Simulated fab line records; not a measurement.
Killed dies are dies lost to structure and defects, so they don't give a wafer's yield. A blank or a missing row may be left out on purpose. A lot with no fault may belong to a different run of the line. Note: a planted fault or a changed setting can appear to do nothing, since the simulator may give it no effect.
Which tool was responsible? + flow gf180mcu + Sampling: 11 lots, 33 wafers, 7 of 602 route steps

== WHAT THE GAUGES READ, wafer by wafer ==
GF_CONTACT_RS_MEAS_25: the measuring method here is four-point-probe. Usual: for CONTACT_W_RS the level is 0.380 ohm/sq and the standard deviation is 0.0055.
| lot  | measured     | on            | CONTACT_W_RS (ohm/sq) | flag |
|------|--------------|---------------|-----------------------|------|
| L512 | day 17 15:25 | film metro-03 | 0.373 0.370 0.375     |      |
| L513 | day 17 23:49 | film metro-04 | 0.376 0.374 0.382     |      |
| L514 | day 18 08:29 | film metro-02 | 0.382 0.389 0.374     |      |
| L517 | day 19 15:25 | film metro-04 | 0.376 0.373 0.387     |      |
| L519 | day 20 12:14 | film metro-04 | 0.386 0.379 0.381     |      |
| L520 | day 20 18:22 | film metro-02 | 0.382 0.386 0.385     |      |
| L521 | day 20 22:28 | film metro-03 | 0.382 0.378 0.390     |      |
| L523 | day 21 18:23 | film metro-03 | 0.230 0.228 0.230     | OFF  |
| L524 | day 21 20:49 | film metro-03 | 0.227 0.231 0.232     | OFF  |
| L525 | day 22 12:01 | film metro-03 | 0.226 0.229 0.229     | OFF  |
| L530 | day 23 20:20 | film metro-02 | 0.382 0.384 0.379     |      |

GF_CONTACT_THK_MEAS_26: measures by xrf. Usual: for CONTACT_W_THK the level is 292 nm and the standard deviation is 4.2.
| lot  | measured     | on            | CONTACT_W_THK (nm) | flag |
|------|--------------|---------------|--------------------|------|
| L512 | day 17 15:32 | film metro-03 | 294 296 292        |      |
| L513 | day 17 23:56 | film metro-04 | 293 296 289        |      |
| L514 | day 18 08:36 | film metro-02 | 293 287 298        |      |
| L517 | day 19 15:32 | film metro-04 | 294 295 286        |      |
| L519 | day 20 12:21 | film metro-04 | 288 291 291        |      |
| L520 | day 20 18:29 | film metro-02 | 293 290 291        |      |
| L521 | day 20 22:35 | film metro-03 | 293 298 286        |      |
| L523 | day 21 18:30 | film metro-03 | 471 475 470        | OFF  |
| L524 | day 21 20:56 | film metro-03 | 475 468 470        | OFF  |
| L525 | day 22 12:08 | film metro-03 | 476 473 471        | OFF  |
| L530 | day 23 20:26 | film metro-02 | 293 292 297        |      |

GF_M1_RS_MEAS_05: the measuring method here is four-point-probe. Usual: for M1_ALCU_RS the level is 0.0694 ohm/sq and the standard deviation is 0.0011.
| lot  | measured     | on            | M1_ALCU_RS (ohm/sq)  | flag |
|------|--------------|---------------|----------------------|------|
| L512 | day 17 16:07 | film metro-01 | 0.0693 0.0694 0.0676 |      |
| L513 | day 18 00:31 | film metro-04 | 0.0684 0.0700 0.0687 |      |
| L514 | day 18 09:11 | film metro-01 | 0.0703 0.0705 0.0701 |      |
| L517 | day 19 16:07 | film metro-02 | 0.0706 0.0688 0.0697 |      |
| L519 | day 20 12:56 | film metro-02 | 0.0690 0.0703 0.0686 |      |
| L520 | day 20 19:05 | film metro-02 | 0.0672 0.0697 0.0682 |      |
| L521 | day 20 23:11 | film metro-04 | 0.0677 0.0690 0.0694 |      |
| L523 | day 21 19:05 | film metro-01 | 0.0666 0.0685 0.0668 |      |
| L524 | day 21 21:31 | film metro-01 | 0.0688 0.0695 0.0684 |      |
| L525 | day 22 12:43 | film metro-04 | 0.0704 0.0712 0.0710 |      |
| L530 | day 23 21:02 | film metro-02 | 0.0695 0.0699 0.0705 |      |

== EACH LOT AND THE TOOL THAT RAN IT (in order: tool; ch and the chambers of the sampled wafers; start) ==
| lot  | GF_CONTACT_CMP_04             | GF_CONTACT_ETCH_16                 | GF_CONTACT_CVD_24             | GF_CONTACT_CMP_27             |
|------|-------------------------------|------------------------------------|-------------------------------|-------------------------------|
| L512 | cmp-02 ch 1,3, day 16 16:01   | rie diel-02 ch 1,2,3, day 17 14:46 | cvd w-01 ch 0,1, day 17 15:19 | cmp-01 ch 0,2,3, day 17 15:39 |
| L513 | cmp-01 ch 0,1,2, day 17 00:11 | rie diel-01 ch 2,3, day 17 23:10   | cvd w-01 ch 0,1, day 17 23:43 | cmp-01 ch 0,3, day 18 00:03   |
| L514 | cmp-01 ch 2,3, day 17 07:56   | rie diel-03 ch 0,3, day 18 07:48   | cvd w-01 ch 0,1, day 18 08:22 | cmp-02 ch 0,1,3, day 18 08:39 |
| L517 | cmp-02 ch 1,2,3, day 18 14:01 | rie diel-03 ch 1,3, day 19 14:44   | cvd w-01 ch 0,1, day 19 15:18 | cmp-01 ch 0,1, day 19 15:35   |
| L519 | cmp-02 ch 0,1,2, day 19 11:11 | rie diel-03 ch 0,1,3, day 20 11:28 | cvd w-02 ch 1, day 20 12:02   | cmp-01 ch 0,1,2, day 20 12:25 |
| L520 | cmp-02 ch 0,2,3, day 19 17:23 | rie diel-02 ch 0,1, day 20 17:36   | cvd w-02 ch 1, day 20 18:10   | cmp-01 ch 0,2,3, day 20 18:33 |
| L521 | cmp-02 ch 2,3, day 19 21:22   | rie diel-02 ch 0,1, day 20 21:48   | cvd w-01 ch 0,1, day 20 22:22 | cmp-01 ch 2,3, day 20 22:38   |
| L523 | cmp-02 ch 0,1, day 20 16:22   | rie diel-03 ch 0,1, day 21 17:37   | cvd w-01 ch 1, day 21 18:12   | cmp-01 ch 0,2,3, day 21 18:39 |
| L524 | cmp-02 ch 2,3, day 20 19:58   | rie diel-03 ch 0,2,3, day 21 20:10 | cvd w-01 ch 0,1, day 21 20:43 | cmp-02 ch 0,2,3, day 21 21:00 |
| L525 | cmp-01 ch 1,2,3, day 21 11:40 | rie diel-02 ch 1,2,3, day 22 11:19 | cvd w-01 ch 0,1, day 22 11:52 | cmp-02 ch 0,1,3, day 22 12:11 |
| L530 | cmp-01 ch 0,1,2, day 22 20:47 | rie diel-01 ch 0,3, day 23 19:30   | cvd w-02 ch 1, day 23 20:10   | cmp-01 ch 2,3, day 23 20:31   |
- GF_CONTACT_CMP_04: polishes SiO2.
- GF_CONTACT_ETCH_16: etches BARC in N2/H2.
- GF_CONTACT_CVD_24: deposits W, target thk 300 nm, time 90.339 s.
- GF_CONTACT_CMP_27: polishes, stops on SiO2, t overpolish 15 s, target thk 0 nm.

== WHAT THE TOOLS THEMSELVES READ (means of the sampled wafers that have a number; where no wafer has one, the mark that the record gives instead) ==
GF_CONTACT_CMP_04. Usual: motor current A 12.0 A, standard deviation 1.3; time to endpoint s 109 s, standard deviation 6.6.
| lot  | tool   | motor current A (A) | time to endpoint s (s) | flag |
|------|--------|---------------------|------------------------|------|
| L512 | cmp-02 | 12.4                | 117                    |      |
| L513 | cmp-01 | 11.9                | 106                    |      |
| L514 | cmp-01 | 11.7                | 113                    |      |
| L517 | cmp-02 | 11.9                | 109                    |      |
| L519 | cmp-02 | 11.6                | 108                    |      |
| L520 | cmp-02 | 12.4                | 103                    |      |
| L521 | cmp-02 | 11.5                | 110                    |      |
| L523 | cmp-02 | 11.9                | 108                    |      |
| L524 | cmp-02 | 12.6                | 110                    |      |
| L525 | cmp-01 | 12.2                | 106                    |      |
| L530 | cmp-01 | 11.9                | 115                    |      |

GF_CONTACT_ETCH_16. Usual: drypump motor current A 5.7 A, standard deviation 0.35; oes product au 0.854 a.u., standard deviation 0.0048; rf fwd power W 494.3 W, standard deviation 2; throttle valve pct 13.226 %, standard deviation 0.0096.
| lot  | tool        | drypump motor current A (A) | oes product au (a.u.) | rf fwd power W (W) | throttle valve pct (%) | flag |
|------|-------------|-----------------------------|-----------------------|--------------------|------------------------|------|
| L512 | rie diel-02 | 5.9                         | 0.854                 | 493.0              | 13.234                 |      |
| L513 | rie diel-01 | 5.7                         | 0.859                 | 494.9              | 13.222                 |      |
| L514 | rie diel-03 | 5.9                         | 0.857                 | 495.6              | 13.221                 |      |
| L517 | rie diel-03 | 5.8                         | 0.852                 | 493.6              | 13.231                 |      |
| L519 | rie diel-03 | 5.8                         | 0.851                 | 493.8              | 13.225                 |      |
| L520 | rie diel-02 | 5.4                         | 0.855                 | 495.9              | 13.233                 |      |
| L521 | rie diel-02 | 5.4                         | 0.859                 | 495.1              | 13.214                 |      |
| L523 | rie diel-03 | 5.8                         | 0.855                 | 493.7              | 13.221                 |      |
| L524 | rie diel-03 | 5.8                         | 0.854                 | 494.5              | 13.235                 |      |
| L525 | rie diel-02 | 5.9                         | 0.851                 | 493.6              | 13.215                 |      |
| L530 | rie diel-01 | 5.4                         | 0.853                 | 495.6              | 13.230                 |      |

GF_CONTACT_CVD_24. Usual: heater power w 883 W, standard deviation 86; susceptor temp C 400.01 C, standard deviation 0.25.
| lot  | tool     | heater power w (W) | susceptor temp C (C) | flag |
|------|----------|--------------------|----------------------|------|
| L512 | cvd w-01 | 834                | 400.09               |      |
| L513 | cvd w-01 | 832                | 399.93               |      |
| L514 | cvd w-01 | 824                | 400.37               |      |
| L517 | cvd w-01 | 831                | 399.99               |      |
| L519 | cvd w-02 | 1012               | 400.14               |      |
| L520 | cvd w-02 | 995                | 399.69               |      |
| L521 | cvd w-01 | 839                | 399.93               |      |
| L523 | cvd w-01 | 1039               | 443.17               | OFF  |
| L524 | cvd w-01 | 1065               | 443.09               | OFF  |
| L525 | cvd w-01 | 1052               | 442.89               | OFF  |
| L530 | cvd w-02 | 1003               | 400.13               |      |

GF_CONTACT_CMP_27. Usual: motor current A 11.1 A, standard deviation 1.1; time to endpoint s 73 s, standard deviation 3.6.
| lot  | tool   | motor current A (A) | time to endpoint s (s) | flag |
|------|--------|---------------------|------------------------|------|
| L512 | cmp-01 | 10.4                | 77                     |      |
| L513 | cmp-01 | 10.8                | 74                     |      |
| L514 | cmp-02 | 11.7                | 74                     |      |
| L517 | cmp-01 | 11.2                | 73                     |      |
| L519 | cmp-01 | 10.7                | 72                     |      |
| L520 | cmp-01 | 10.4                | 69                     |      |
| L521 | cmp-01 | 10.8                | 71                     |      |
| L523 | cmp-01 | 10.4                | 119                    | OFF  |
| L524 | cmp-02 | 11.3                | 121                    | OFF  |
| L525 | cmp-02 | 11.5                | 124                    | OFF  |
| L530 | cmp-01 | 10.5                | 75                     |      |

== THE ANSWER, worked out from the rows above alone ==
Rule: take the mean of a lot's wafers that have a number; if it is more than 3 standard deviations from the usual mean, the lot is off. A lot without any number at a reading at which 4 lots or more have one is off too. The other lots that the step has rows for count as sound. Order of review: gauges by route order, followed by the tools' own readings, for which a lot's mean as printed above is used. The first step at which some lot is off is used, and at that step the reading that is off furthest; a lot without a number counts as furthest.
Off: L523, L524, L525, at GF_CONTACT_RS_MEAS_25 (CONTACT_W_RS).
If a tool, at a process step before that reading, ran all the lots that are off and no sound lot after the first of them, it fits. The gauges at GF_CONTACT_RS_MEAS_25 aren't tried: what is off there is off at GF_CONTACT_CVD_24 too, on other tools, and a gauge's error can't cause that. One fits: GF_CONTACT_CVD_24 on cvd w-01. Its last sound lot is L521 (day 20 22:22), its first lot that is off L523 (day 21 18:12): a fault that began between those two fits.
The tool's own readings at GF_CONTACT_CVD_24 bear it out: on the lots that are off they differ by more than 5 times the standard deviation of the sound lots' means. susceptor temp C reads 443.05 C there against 400.03 C on the sound lots.

== WHAT WAS PUT IN BY THE SIMULATOR ==
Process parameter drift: cvd w-01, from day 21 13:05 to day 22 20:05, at GF_CONTACT_CVD_24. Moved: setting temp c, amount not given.
Lots struck among those shown: L523, L524, L525. The same result came from the rule above.
